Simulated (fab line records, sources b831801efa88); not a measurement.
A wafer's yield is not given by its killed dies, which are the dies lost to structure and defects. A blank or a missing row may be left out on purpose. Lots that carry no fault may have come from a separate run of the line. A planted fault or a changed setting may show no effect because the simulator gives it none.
fab line records	flow sky130
record: lots: 24	wafers: 72	lastDay: 50
route steps=708 shown METAL2@500 VIA2@510 CAPM@539 METAL3@564 VIA3@574
lots untouched by any fault: they come from a run of this same line in which no faults occurred
startH: hours from the record's first day to the start of the lot's first wafer shown	waitH: hours since the lot's step before	" identical to the entry in the row above	L1.1+2: a row that stands for several wafers	- no value present, or no start provided	* or withheld: withheld	< > ~ a bound
route shown NAME@n: NAME is a module with steps in the file, n the number in the route of the first one	usual: mean/standard deviation of fault-free wafers	same: alike in all rows	chamber/n: place in a boat	sites: the reading at each site	_std_site: the values' standard deviation	_edge_site: the outer-site mean with the inner-site mean subtracted	radiusMm: how far each site lies from the wafer's centre	mask NAME#n: copy n	behind: the most recent tool/chamber to have shaped the wafer	hold: cause of the lot's hold/its duration in hours/its outcome	device: names the non-switching transistor (n, p or np)	end of line: tests run on the same wafers once the route is complete	step lacking rows: just its recipe	killed: dies lost to structure and defects at the first sort, not the wafer's yield	map: dies across one wafer; x = killed, . = not, _ = none there
set.NAME: the setting that was run; set.NAME@STEP: the one run at that earlier step	model.NAME: the simulator's own value behind a step, which no gauge read
one table for each step of the route and one row for each wafer, over a sample of lots
services: the hour from which a tool's chamber was out of use, counted from the record's first day as startH (under 0 if before that day), plus the number of hours and why
== steps ==
step: SKY_METAL2_DESCUM_17
recipe: chemistry: O2	sourcePowerW: 150	biasPowerW: 0	pressureMtorr: 10	tempC: 40	timeS: 8
usual: drypumpMotorCurrentA: 5.5/0.39	heBacksideLeakSccm: 3.3/0.33	oesProductAu: 0.999/0.0084
lot.wafer	tool	chamber	startH	waitH	drypumpMotorCurrentA	heBacksideLeakSccm	oesProductAu	rfHoursCounterH
L074.3	rieMetal-02	0	814.93	0.0	5.7	3.2	1.000	-
L074.4	"	0	"	"	5.8	3.2	0.986	-
L074.5	"	0	"	"	5.8	3.1	0.990	-
L075.3	rieMetal-02	0	828.83	0.0	5.7	3.3	1.007	-
L075.4	"	0	"	"	5.7	3.4	1.009	-
L075.6	"	0	"	"	5.7	3.4	1.001	-
L076.1	rieMetal-02	0	846.91	0.0	5.8	3.4	1.001	11
L076.2	"	0	"	"	5.8	3.3	0.995	-
L076.3	"	0	"	"	5.8	3.4	0.996	-
L077.2	rieMetal-03	1	856.61	0.0	5.1	3.1	0.989	10
L077.4	"	0	"	"	5.4	3.7	1.016	-
L077.5	"	0	"	"	5.4	3.8	1.023	-
L079.4	rieMetal-04	1	859.97	0.0	5.8	3.3	0.994	-
L079.5	"	0	"	"	6.0	3.2	1.008	-
L079.6	"	1	"	"	5.8	3.4	0.995	-
L078.2	rieMetal-02	0	867.56	0.0	5.8	3.2	1.004	12
L078.3	"	0	"	"	5.8	3.3	0.998	-
L078.4	"	1	"	"	4.9	3.2	1.006	-
L080.2	rieMetal-04	1	871.91	0.0	5.8	3.4	1.001	5
L080.5	"	1	"	"	5.8	3.4	0.994	-
L080.6	"	0	"	"	6.0	3.2	1.006	-
L081.2	rieMetal-04	1	884.57	0.0	5.8	3.3	0.993	5
L081.4	"	0	"	"	6.0	3.3	1.008	-
L081.6	"	0	"	"	6.0	3.2	1.002	-
L082.3	rieMetal-03	0	885.22	0.0	5.4	3.6	1.010	-
L082.5	"	1	"	"	5.1	3.2	0.987	-
L082.6	"	0	"	"	5.4	3.6	1.008	-
L083.3	rieMetal-02	0	886.87	0.0	5.7	3.2	0.991	-
L083.5	"	1	"	"	4.9	3.2	1.002	-
L083.6	"	0	"	"	5.7	3.1	0.989	-
L084.1	rieMetal-03	0	897.41	0.0	5.4	3.4	1.012	16
L084.4	"	0	"	"	5.4	3.5	1.015	-
L084.6	"	1	"	"	5.1	3.2	0.994	-
L085.2	rieMetal-02	1	907.46	0.0	4.9	3.1	0.991	2
L085.3	"	1	"	"	4.9	3.1	0.999	-
L085.6	"	1	"	"	4.9	3.0	1.000	-
L086.3	rieMetal-03	0	913.37	0.0	5.4	3.7	1.008	-
L086.5	"	0	"	"	5.4	3.6	1.018	-
L086.6	"	1	"	"	5.1	3.1	0.987	-
L087.2	rieMetal-04	1	922.41	0.0	5.9	3.4	0.992	7
L087.3	"	1	"	"	5.8	3.4	0.984	-
L087.6	"	1	"	"	5.8	3.5	0.987	-
L089.3	rieMetal-03	0	930.58	0.0	5.4	3.6	1.020	-
L089.5	"	1	"	"	5.1	3.1	0.994	-
L089.6	"	0	"	"	5.4	3.6	1.022	-
L088.1	rieMetal-03	0	933.22	0.0	5.4	3.7	1.007	17
L088.2	"	1	"	"	5.1	3.2	0.996	14
L088.6	"	1	"	"	5.1	3.2	0.989	-
L090.1	rieMetal-02	1	942.96	0.0	4.9	3.2	0.987	4
L090.3	"	1	"	"	4.9	3.1	1.002	-
L090.5	"	1	"	"	4.9	3.1	0.990	-
L091.1	rieMetal-04	1	950.01	0.0	5.8	3.6	1.000	8
L091.2	"	0	"	"	5.9	3.1	0.999	6
L091.6	"	0	"	"	6.0	3.2	0.994	-
L092.1	rieMetal-02	1	952.51	0.0	4.9	3.1	0.997	5
L092.4	"	1	"	"	4.9	3.2	1.000	-
L092.6	"	1	"	"	4.9	3.2	0.994	-
L093.2	rieMetal-04	0	960.11	0.0	6.0	3.2	0.991	6
L093.4	"	0	"	"	6.0	3.2	0.986	-
L093.6	"	1	"	"	5.9	3.2	0.991	-
L094.2	rieMetal-02	1	970.21	0.0	4.9	3.2	1.005	6
L094.5	"	1	"	"	4.9	3.1	1.000	-
L094.6	"	0	"	"	5.8	3.1	1.006	-
L095.2	rieMetal-04	1	970.21	0.0	5.8	3.5	0.988	10
L095.5	"	0	"	"	6.0	3.3	1.005	-
L095.6	"	1	"	"	5.8	3.5	0.996	-
L096.1	rieMetal-02	1	976.92	0.0	4.9	3.2	1.006	7
L096.2	"	0	"	"	5.8	3.3	1.003	16
L096.6	"	0	"	"	5.8	3.1	0.996	-
L097.1	rieMetal-04	1	986.32	0.0	5.8	3.6	1.001	11
L097.5	"	1	"	"	5.8	3.5	1.002	-
L097.6	"	0	"	"	6.0	3.2	1.008	-
step: SKY_VIA2_BOW_MEAS_03
recipe: mode: bow
usual: VIA2_BOW: 86/6.7
lot.wafer	tool	chamber	startH	waitH	VIA2_BOW[um]
L074.3	filmMetro-04	-	816.46	0.2	87
L074.4	"	-	"	"	88
L074.5	"	-	"	"	85
L075.3	filmMetro-04	-	830.56	0.2	95
L075.4	"	-	"	"	84
L075.6	"	-	"	"	70
L076.1	filmMetro-04	-	848.35	0.2	88
L076.2	"	-	"	"	89
L076.3	"	-	"	"	88
L077.2	filmMetro-02	-	857.89	0.2	87
L077.4	"	-	"	"	77
L077.5	"	-	"	"	81
L079.4	filmMetro-03	-	861.34	0.3	99
L079.5	"	-	"	"	95
L079.6	"	-	"	"	78
L078.2	filmMetro-04	-	868.84	0.1	80
L078.3	"	-	"	"	84
L078.4	"	-	"	"	92
L080.2	filmMetro-04	-	873.19	0.1	81
L080.5	"	-	"	"	79
L080.6	"	-	"	"	84
L081.2	filmMetro-04	-	885.86	0.2	93
L081.4	"	-	"	"	86
L081.6	"	-	"	"	90
L082.3	filmMetro-04	-	886.52	0.3	86
L082.5	"	-	"	"	76
L082.6	"	-	"	"	89
L083.3	filmMetro-03	-	888.17	0.1	92
L083.5	"	-	"	"	102
L083.6	"	-	"	"	89
L084.1	filmMetro-02	-	898.67	0.1	80
L084.4	"	-	"	"	89
L084.6	"	-	"	"	79
L085.2	filmMetro-03	-	908.78	0.2	86
L085.3	"	-	"	"	88
L085.6	"	-	"	"	84
L086.3	filmMetro-04	-	914.66	0.1	92
L086.5	"	-	"	"	90
L086.6	"	-	"	"	92
L087.2	filmMetro-04	-	923.79	0.2	77
L087.3	"	-	"	"	86
L087.6	"	-	"	"	79
L089.3	filmMetro-04	-	931.88	0.2	79
L089.5	"	-	"	"	78
L089.6	"	-	"	"	88
L088.1	filmMetro-03	-	934.53	0.2	85
L088.2	"	-	"	"	96
L088.6	"	-	"	"	88
L090.1	filmMetro-03	-	944.41	0.1	95
L090.3	"	-	"	"	85
L090.5	"	-	"	"	79
L091.1	filmMetro-04	-	951.33	0.1	86
L091.2	"	-	"	"	91
L091.6	"	-	"	"	94
L092.1	filmMetro-02	-	954.03	0.2	76
L092.4	"	-	"	"	85
L092.6	"	-	"	"	87
L093.2	filmMetro-02	-	961.39	0.1	82
L093.4	"	-	"	"	83
L093.6	"	-	"	"	88
L094.2	filmMetro-02	-	971.55	0.3	96
L094.5	"	-	"	"	81
L094.6	"	-	"	"	80
L095.2	filmMetro-03	-	971.71	0.2	85
L095.5	"	-	"	"	77
L095.6	"	-	"	"	87
L096.1	filmMetro-04	-	978.26	0.1	94
L096.2	"	-	"	"	86
L096.6	"	-	"	"	89
L097.1	filmMetro-03	-	987.62	0.1	91
L097.5	"	-	"	"	93
L097.6	"	-	"	"	102
step: SKY_CAPM_SPUTTER_02
recipe: material: TiN	targetThkNm: 200	tempC: 300	powerW: 6500	timeS: 166.7	chamberPressurePa: 0.4
usual: throttleValvePct: 30.2/1.2
lot.wafer	tool	chamber	startH	waitH	throttleValvePct
L074.3	pvdSputter-03	-	843.47	0.0	29.2
L074.4	"	-	"	"	30.9
L074.5	"	-	"	"	29.4
L075.3	pvdSputter-01	-	857.78	0.0	31.2
L075.4	"	-	"	"	31.1
L075.6	"	-	"	"	31.1
L076.1	pvdSputter-01	-	876.29	0.1	31.5
L076.2	"	-	"	"	30.6
L076.3	"	-	"	"	31.1
L077.2	pvdSputter-03	-	884.67	0.0	27.6
L077.4	"	-	"	"	29.2
L077.5	"	-	"	"	31.0
L079.4	pvdSputter-03	-	889.17	0.0	27.3
L079.5	"	-	"	"	30.7
L079.6	"	-	"	"	27.5
L078.2	pvdSputter-03	-	896.31	0.0	27.5
L078.3	"	-	"	"	29.4
L078.4	"	-	"	"	29.2
L080.2	pvdSputter-03	-	900.24	0.0	29.7
L080.5	"	-	"	"	27.7
L080.6	"	-	"	"	30.8
L081.2	pvdSputter-03	-	913.21	0.0	29.4
L081.4	"	-	"	"	30.8
L081.6	"	-	"	"	29.5
L082.3	pvdSputter-01	-	913.50	0.0	31.2
L082.5	"	-	"	"	31.0
L082.6	"	-	"	"	31.3
L083.3	pvdSputter-01	-	914.96	0.0	31.0
L083.5	"	-	"	"	31.1
L083.6	"	-	"	"	31.8
L084.1	pvdSputter-01	-	925.55	0.1	31.5
L084.4	"	-	"	"	31.3
L084.6	"	-	"	"	31.5
L085.2	pvdSputter-03	-	935.67	0.0	27.7
L085.3	"	-	"	"	29.6
L085.6	"	-	"	"	30.9
L086.3	pvdSputter-03	-	941.29	0.0	30.9
L086.5	"	-	"	"	30.7
L086.6	"	-	"	"	29.0
L087.2	pvdSputter-01	-	949.82	0.0	31.6
L087.3	"	-	"	"	30.9
L087.6	"	-	"	"	30.8
L089.3	pvdSputter-03	-	957.75	0.0	30.6
L089.5	"	-	"	"	31.0
L089.6	"	-	"	"	29.4
L088.1	pvdSputter-04	-	960.78	0.1	31.3
L088.2	"	-	"	"	30.6
L088.6	"	-	"	"	30.4
L090.1	pvdSputter-01	-	970.02	0.1	31.3
L090.3	"	-	"	"	30.8
L090.5	"	-	"	"	31.4
L091.1	pvdSputter-03	-	977.00	0.1	29.2
L091.2	"	-	"	"	27.4
L091.6	"	-	"	"	29.4
L092.1	pvdSputter-01	-	979.84	0.1	30.6
L092.4	"	-	"	"	31.3
L092.6	"	-	"	"	30.8
L093.2	pvdSputter-01	-	987.07	0.0	30.7
L093.4	"	-	"	"	31.6
L093.6	"	-	"	"	31.2
L094.2	pvdSputter-04	-	997.09	0.0	30.3
L094.5	"	-	"	"	31.7
L094.6	"	-	"	"	29.9
L095.2	pvdSputter-01	-	997.99	0.0	31.7
L095.5	"	-	"	"	31.5
L095.6	"	-	"	"	31.1
L096.1	pvdSputter-03	-	1002.94	0.1	30.5
L096.2	"	-	"	"	29.2
L096.6	"	-	"	"	27.7
L097.1	pvdSputter-03	-	1013.01	0.1	27.5
L097.5	"	-	"	"	29.6
L097.6	"	-	"	"	29.2
step: SKY_METAL3_OVL_MEAS_14
usual: METAL3_OVL: -3/5.1
lot.wafer	tool	chamber	startH	waitH	METAL3_OVL[nm]
L074.3	overlay-01	-	895.45	0.1	-13
L074.4	"	-	"	"	-3
L074.5	"	-	"	"	-13
L075.3	overlay-01	-	909.36	0.1	5
L075.4	"	-	"	"	10
L075.6	"	-	"	"	1
L076.1	overlay-01	-	926.90	0.1	-10
L076.2	"	-	"	"	-7
L076.3	"	-	"	"	-3
L077.2	overlay-02	-	935.11	0.1	-5
L077.4	"	-	"	"	-8
L077.5	"	-	"	"	-8
L079.4	overlay-01	-	939.62	0.1	-13
L079.5	"	-	"	"	-7
L079.6	"	-	"	"	-7
L078.2	overlay-01	-	945.63	0.1	-8
L078.3	"	-	"	"	-7
L078.4	"	-	"	"	-1
L080.2	overlay-01	-	950.93	0.1	-4
L080.5	"	-	"	"	-10
L080.6	"	-	"	"	-3
L081.2	overlay-02	-	962.99	0.1	-9
L081.4	"	-	"	"	-3
L081.6	"	-	"	"	3
L082.3	overlay-02	-	963.71	0.1	-7
L082.5	"	-	"	"	-13
L082.6	"	-	"	"	0
L083.3	overlay-02	-	965.46	0.1	-11
L083.5	"	-	"	"	-4
L083.6	"	-	"	"	-1
L084.1	overlay-01	-	975.58	0.1	9
L084.4	"	-	"	"	0
L084.6	"	-	"	"	2
L085.2	overlay-01	-	985.03	0.1	0
L085.3	"	-	"	"	-6
L085.6	"	-	"	"	-4
L086.3	overlay-01	-	990.40	0.1	7
L086.5	"	-	"	"	3
L086.6	"	-	"	"	-4
L087.2	overlay-02	-	998.53	0.1	-8
L087.3	"	-	"	"	-7
L087.6	"	-	"	"	-4
L089.3	overlay-01	-	1005.63	0.1	-3
L089.5	"	-	"	"	-8
L089.6	"	-	"	"	-3
L088.1	overlay-01	-	1008.67	0.1	0
L088.2	"	-	"	"	-8
L088.6	"	-	"	"	-1
L090.1	overlay-01	-	1017.67	0.1	5
L090.3	"	-	"	"	7
L090.5	"	-	"	"	1
L091.1	overlay-02	-	1023.25	0.1	-5
L091.2	"	-	"	"	-15
L091.6	"	-	"	"	-10
L092.1	overlay-01	-	1026.69	0.1	-3
L092.4	"	-	"	"	-5
L092.6	"	-	"	"	-8
L093.2	overlay-02	-	1034.44	0.1	-4
L093.4	"	-	"	"	-5
L093.6	"	-	"	"	-1
L094.2	overlay-02	-	1043.69	0.1	3
L094.5	"	-	"	"	-3
L094.6	"	-	"	"	2
L095.2	overlay-01	-	1044.08	0.1	-7
L095.5	"	-	"	"	2
L095.6	"	-	"	"	-1
L096.1	overlay-01	-	1048.77	0.1	4
L096.2	"	-	"	"	1
L096.6	"	-	"	"	-2
L097.1	overlay-01	-	1058.05	0.1	-7
L097.5	"	-	"	"	-6
L097.6	"	-	"	"	2
step: SKY_METAL3_METAL_ETCH_18
recipe: targetDepthA: 8450	stopOn: SiO2	overEtchFrac: 0.3	timeS: 183.1	chemistry: Cl2/BCl3	resistSidewallDeg: 88	pressureMtorr: 10	icpW: 900	biasW: 48.5	Cl2_flow_sccm: 60	bcl3FlowSccm: 30
usual: drypumpMotorCurrentA: 5.8/0.43	heBacksideLeakSccm: 3.3/0.4	oesProductAu: 0.864/0.0061	throttleValvePct: 22.265/0.0095
lot.wafer	tool	chamber	startH	waitH	drypumpMotorCurrentA	heBacksideLeakSccm	oesProductAu	rfHoursCounterH	throttleValvePct
L074.3	rieMetal-04	0	895.68	0.1	6.0	3.2	0.864	-	22.267
L074.4	"	1	"	"	5.8	3.3	0.861	-	22.249
L074.5	"	0	"	"	6.0	3.2	0.858	-	22.259
L075.3	rieMetal-03	1	909.60	0.1	5.1	3.1	0.857	-	22.260
L075.4	"	0	"	"	5.4	3.4	0.859	-	22.271
L075.6	"	1	"	"	5.1	3.1	0.859	-	22.264
L076.1	rieMetal-04	0	927.09	0.0	6.0	3.2	0.866	4	22.259
L076.2	"	1	"	"	5.8	3.3	0.871	7	22.271
L076.3	"	0	"	"	6.0	3.2	0.872	-	22.242
L077.2	rieMetal-04	1	935.29	0.0	5.8	3.2	0.855	8	22.255
L077.4	"	1	"	"	5.8	3.2	0.859	-	22.265
L077.5	"	0	"	"	6.0	3.3	0.866	-	22.253
L079.4	rieMetal-01	1	939.85	0.1	6.6	3.1	0.853	-	22.273
L079.5	"	0	"	"	6.2	3.2	0.868	-	22.261
L079.6	"	1	"	"	6.6	3.1	0.867	-	22.272
L078.2	rieMetal-03	0	945.81	0.0	5.4	3.6	0.868	18	22.276
L078.3	"	1	"	"	5.1	2.9	0.869	-	22.259
L078.4	"	0	"	"	5.4	3.4	0.877	-	22.272
L080.2	rieMetal-01	0	951.11	0.0	6.2	3.3	0.867	16	22.268
L080.5	"	1	"	"	6.5	3.2	0.863	-	22.258
L080.6	"	0	"	"	6.2	3.3	0.869	-	22.271
L081.2	rieMetal-04	0	963.17	0.0	5.9	3.2	0.865	7	22.271
L081.4	"	0	"	"	5.9	3.3	0.864	-	22.279
L081.6	"	1	"	"	5.8	3.3	0.865	-	22.251
L082.3	rieMetal-01	1	963.95	0.1	6.6	3.3	0.861	-	22.271
L082.5	"	0	"	"	6.2	3.4	0.853	-	22.241
L082.6	"	1	"	"	6.6	3.3	0.864	-	22.278
L083.3	rieMetal-03	0	965.70	0.1	5.4	3.6	0.866	-	22.275
L083.5	"	1	"	"	5.1	3.0	0.861	-	22.277
L083.6	"	0	"	"	5.4	3.7	0.858	-	22.269
L084.1	rieMetal-03	0	975.77	0.0	5.4	3.5	0.868	19	22.256
L084.4	"	0	"	"	5.4	3.5	0.872	-	22.280
L084.6	"	1	"	"	5.1	3.1	0.868	-	22.276
L085.2	rieMetal-04	0	985.21	0.0	5.9	3.2	0.861	8	22.257
L085.3	"	1	"	"	5.8	3.3	0.869	-	22.268
L085.6	"	1	"	"	5.8	3.3	0.866	-	22.268
L086.3	rieMetal-01	0	990.63	0.1	6.2	3.1	0.862	-	22.250
L086.5	"	1	"	"	6.5	3.5	0.871	-	22.275
L086.6	"	0	"	"	6.1	3.3	0.861	-	22.281
L087.2	rieMetal-01	0	998.71	0.0	6.2	3.7	0.867	19	22.257
L087.3	"	0	"	"	6.2	3.5	0.877	-	22.271
L087.6	"	0	"	"	6.2	3.7	0.862	-	22.256
L089.3	rieMetal-03	0	1005.87	0.1	5.4	3.6	0.862	-	22.272
L089.5	"	0	"	"	5.4	3.5	0.857	-	22.259
L089.6	"	1	"	"	5.1	3.1	0.857	-	22.260
L088.1	rieMetal-04	1	1008.86	0.0	5.8	3.5	0.858	12	22.269
L088.2	"	0	"	"	5.9	3.1	0.864	9	22.260
L088.6	"	0	"	"	5.9	3.1	0.860	-	22.283
L090.1	rieMetal-03	1	1017.86	0.0	5.1	3.2	0.870	18	22.251
L090.3	"	1	"	"	5.1	3.1	0.875	-	22.260
L090.5	"	1	"	"	5.1	3.1	0.863	-	22.262
L091.1	rieMetal-01	1	1023.44	0.0	6.5	3.2	0.855	3	22.255
L091.2	"	0	"	"	6.2	3.7	0.866	21	22.249
L091.6	"	0	"	"	6.2	3.3	0.865	-	22.269
L092.1	rieMetal-04	0	1026.87	0.0	6.0	3.2	0.865	11	22.269
L092.4	"	1	"	"	5.8	3.3	0.867	-	22.273
L092.6	"	0	"	"	6.0	3.2	0.869	-	22.256
L093.2	rieMetal-04	1	1034.62	0.0	5.8	3.2	0.869	14	22.276
L093.4	"	0	"	"	5.9	3.4	0.859	-	22.269
L093.6	"	0	"	"	5.9	3.3	0.865	-	22.267
L094.2	rieMetal-03	0	1043.87	0.0	5.4	3.7	0.867	23	22.264
L094.5	"	1	"	"	5.1	3.0	0.869	-	22.256
L094.6	"	0	"	"	5.4	3.6	0.861	-	22.274
L095.2	rieMetal-04	1	1044.26	0.0	5.8	3.5	0.850	14	22.276
L095.5	"	1	"	"	5.8	3.4	0.854	-	22.276
L095.6	"	0	"	"	6.0	3.2	0.863	-	22.275
L096.1	rieMetal-04	1	1048.96	0.0	5.8	3.2	0.869	15	22.262
L096.2	"	0	"	"	6.0	3.2	0.874	12	22.284
L096.6	"	1	"	"	5.8	3.4	0.868	-	22.262
L097.1	rieMetal-04	0	1058.24	0.0	6.0	3.2	0.857	12	22.251
L097.5	"	0	"	"	6.0	3.2	0.847	-	22.261
L097.6	"	1	"	"	5.9	3.4	0.862	-	22.258
step: SKY_VIA3_THK_MEAS_01
recipe: reads: SiO2_of_VIA3_HDPCVD_00
usual: VIA3_HDPCVD_THK: 1640/15
lot.wafer	tool	chamber	startH	waitH	VIA3_HDPCVD_THK[nm]
L074.3	filmMetro-03	-	896.58	0.1	1655
L074.4	"	-	"	"	1655
L074.5	"	-	"	"	1643
L075.3	filmMetro-04	-	910.50	0.1	1658
L075.4	"	-	"	"	1662
L075.6	"	-	"	"	1644
L076.1	filmMetro-04	-	928.43	0.1	1648
L076.2	"	-	"	"	1654
L076.3	"	-	"	"	1651
L077.2	filmMetro-01	-	936.24	0.1	1636
L077.4	"	-	"	"	1676
L077.5	"	-	"	"	1645
L079.4	filmMetro-01	-	940.76	0.0	1680
L079.5	"	-	"	"	1653
L079.6	"	-	"	"	1677
L078.2	filmMetro-03	-	946.75	0.1	1645
L078.3	"	-	"	"	1637
L078.4	"	-	"	"	1633
L080.2	filmMetro-03	-	952.14	0.2	1635
L080.5	"	-	"	"	1636
L080.6	"	-	"	"	1643
L081.2	filmMetro-04	-	964.19	0.1	1626
L081.4	"	-	"	"	1634
L081.6	"	-	"	"	1615
L082.3	filmMetro-01	-	964.85	0.1	1656
L082.5	"	-	"	"	1636
L082.6	"	-	"	"	1649
L083.3	filmMetro-04	-	966.64	0.1	1639
L083.5	"	-	"	"	1645
L083.6	"	-	"	"	1652
L084.1	filmMetro-03	-	976.74	0.1	1641
L084.4	"	-	"	"	1644
L084.6	"	-	"	"	1638
L085.2	filmMetro-04	-	986.29	0.1	1608
L085.3	"	-	"	"	1627
L085.6	"	-	"	"	1636
L086.3	filmMetro-03	-	991.61	0.1	1619
L086.5	"	-	"	"	1640
L086.6	"	-	"	"	1620
L087.2	filmMetro-01	-	999.71	0.1	1619
L087.3	"	-	"	"	1640
L087.6	"	-	"	"	1623
L089.3	filmMetro-04	-	1006.80	0.1	1645
L089.5	"	-	"	"	1630
L089.6	"	-	"	"	1632
L088.1	filmMetro-01	-	1009.79	0.1	1659
L088.2	"	-	"	"	1672
L088.6	"	-	"	"	1641
L090.1	filmMetro-01	-	1018.79	0.1	1632
L090.3	"	-	"	"	1621
L090.5	"	-	"	"	1633
L091.1	filmMetro-01	-	1024.38	0.1	1647
L091.2	"	-	"	"	1646
L091.6	"	-	"	"	1635
L092.1	filmMetro-01	-	1027.81	0.1	1638
L092.4	"	-	"	"	1612
L092.6	"	-	"	"	1619
L093.2	filmMetro-03	-	1035.57	0.1	1621
L093.4	"	-	"	"	1611
L093.6	"	-	"	"	1652
L094.2	filmMetro-01	-	1044.82	0.1	1634
L094.5	"	-	"	"	1654
L094.6	"	-	"	"	1626
L095.2	filmMetro-04	-	1045.21	0.1	1626
L095.5	"	-	"	"	1640
L095.6	"	-	"	"	1634
L096.1	filmMetro-01	-	1049.90	0.1	1657
L096.2	"	-	"	"	1649
L096.6	"	-	"	"	1673
L097.1	filmMetro-04	-	1059.30	0.2	1618
L097.5	"	-	"	"	1617
L097.6	"	-	"	"	1625
== services ==
tool	chamber	startH	hours	kind
rieMetal-04	0	807.07	-	clean
rieMetal-04	0	807.07	22.0	scheduledDown
rieMetal-04	0	807.07	22.0	ventCycle
rieMetal-02	1	836.19	-	clean
rieMetal-02	1	836.19	18.0	scheduledDown
rieMetal-02	1	836.19	18.0	ventCycle
pvdSputter-01	-	842.19	4.7	repair
rieMetal-01	-	887.68	2.8	pm
pvdSputter-04	-	911.31	1.6	repair
rieMetal-02	0	932.27	21.6	repair
pvdSputter-01	1	937.04	-	consumableReplace:kit
pvdSputter-01	1	937.04	18.0	scheduledDown
pvdSputter-01	1	937.04	18.0	ventCycle
rieMetal-01	1	967.39	-	clean
rieMetal-01	1	967.39	16.5	scheduledDown
rieMetal-01	1	967.39	16.5	ventCycle
rieMetal-02	0	999.49	4.3	repair
pvdSputter-03	1	1028.56	-	consumableReplace:kit
pvdSputter-03	1	1028.56	18.0	scheduledDown
pvdSputter-03	1	1028.56	18.0	ventCycle
pvdSputter-04	-	1033.47	8.0	repair
pvdSputter-01	-	1036.14	4.4	repair
rieMetal-01	0	1053.15	-	clean
rieMetal-01	0	1053.15	23.6	scheduledDown
== key ==
fault none
